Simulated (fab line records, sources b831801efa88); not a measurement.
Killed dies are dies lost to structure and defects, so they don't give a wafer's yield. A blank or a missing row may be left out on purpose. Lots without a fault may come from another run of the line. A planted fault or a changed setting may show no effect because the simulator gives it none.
A struck lot beside a sound one | flow sky130 | 15 steps out of a route of 708
Sound: wafers L615.2, L615.5, L615.6. Struck: wafers L607.1, L607.2, L607.5. The cause comes at the end.
At each step with rows: each side's tool, then ch and its chambers, then its first start. Under that, the readings that differ: sound wafers | struck wafers | difference of the means | sigmas: that difference in standard deviations of wafers without a fault.
alike: readings whose means differ by less than 2 such deviations, and words and numbers that are the same on both sides. not compared: withheld readings, readings that some wafer has no value for, bounds like >300 that may hide the same value, and numbers for which the record gives no deviation and whose values overlap.
The two part at a step that has a row with sigmas, a row that says differs or no value, or rows on one side only. Numbers that don't overlap but have no deviation are shown without sigmas and don't part them. A reading that every wafer of one side lacks parts them only if that side has two wafers or more.

first, 8 steps without rows for these wafers: SKY_LI_CONTACT_DEHYDRATE_04 (time 60 s); SKY_LI_CONTACT_HMDS_05 (prime time 60 s); SKY_LI_CONTACT_COAT_06 (resist thk 60 nm); SKY_LI_CONTACT_COAT_07 (resist thk 450 nm); SKY_LI_CONTACT_SOFTBAKE_08 (time 90 s); SKY_LI_CONTACT_EXPOSE_09 (exposes mask LICM1, target cd 170 nm); SKY_LI_CONTACT_PEB_10; SKY_LI_CONTACT_DEVELOP_11 (develop time 60 s).
SKY_LI_CONTACT_CD_MEAS_12: target cd 170 nm.
  sound on cd_sem-01, day 34 22:10; struck on cd_sem-01, day 32 03:23
  alike: cd_nm
SKY_LI_CONTACT_OVL_MEAS_13:
  sound on overlay-01, day 34 22:16; struck on overlay-01, day 32 03:31
  reading             | sound | struck      | difference | sigmas
  LI_CONTACT_OVL (nm) | 8 4 6 | -21 -24 -21 | -28        | -4
SKY_LI_CONTACT_ETCH_14: etches BARC in N2/H2, stops on SiO2, time 45.9 s, target depth 60 nm.
  sound on rie_diel-02 ch 0,1, day 34 22:17; struck on rie_diel-02 ch 0,1,3, day 32 03:32
  alike: drypump_motor_current_A, oes_product_au, throttle_valve_pct
  not compared: rf_hours_counter_h
SKY_LI_CONTACT_ETCH_15: etches PSG in C4F8/O2/Ar, stops on Si, target depth 600 nm.
  sound on rie_diel-02 ch 0,1, day 34 22:20; struck on rie_diel-02 ch 0,1,3, day 32 03:35
  alike: oes_product_au
SKY_LI_CONTACT_STRIP_16: strips in O2/N2.
  sound on plasma_asher-01 ch 0,1, day 34 22:25; struck on plasma_asher-02 ch 0,1, day 32 03:40
  no value came back on the struck wafers for chamber_pressure_mTorr (mTorr), drypump_motor_current_A (A), oes_product_au (a.u.), strip_time_to_endpoint_s (s); on the sound wafers chamber_pressure_mTorr (mTorr) reads 1500.6 1500.9 1498.5
  reading                                           | sound | struck            | difference | sigmas
  model.KrF-thick_of_LI_CONTACT_COAT_07.thk_nm (nm) | 0 0 0 | 230.8 231.7 229.8 | +230.8     |
  not compared: rf_hours_counter_h
then, 1 step without rows for these wafers: SKY_LI_CONTACT_CLEAN_17 (cleans in NMP, time 600 s).
-- the record jumps here: 16 days lie between the struck wafers' starts before and after (it left off in module LI_CONTACT and takes up again in module PAD_OPEN, whose first step shown is number 708 of the route) --
SKY_PAD_OPEN_PROBE_99:
  sound on prober-01, day 50 00:34; struck on prober-01, day 47 23:58
  reading            | sound    | struck      | difference | sigmas
  killed_at_contacts | 28 27 35 | 430 427 435 | +401       | +76
  killed_dies        | 87 93 80 | 492 492 492 | +405       | +41
  killed_on_rim      | 15 18 14 | 96 96 96    | +80        | +21
  alike: killed_at_M0_to_M3, killed_at_M4_up, killed_at_front_end, killed_at_other, killed_open, killed_short

WHERE THEY PART
First at SKY_LI_CONTACT_OVL_MEAS_13; last, within this record, at SKY_PAD_OPEN_PROBE_99.

WHY: what the simulator had put in
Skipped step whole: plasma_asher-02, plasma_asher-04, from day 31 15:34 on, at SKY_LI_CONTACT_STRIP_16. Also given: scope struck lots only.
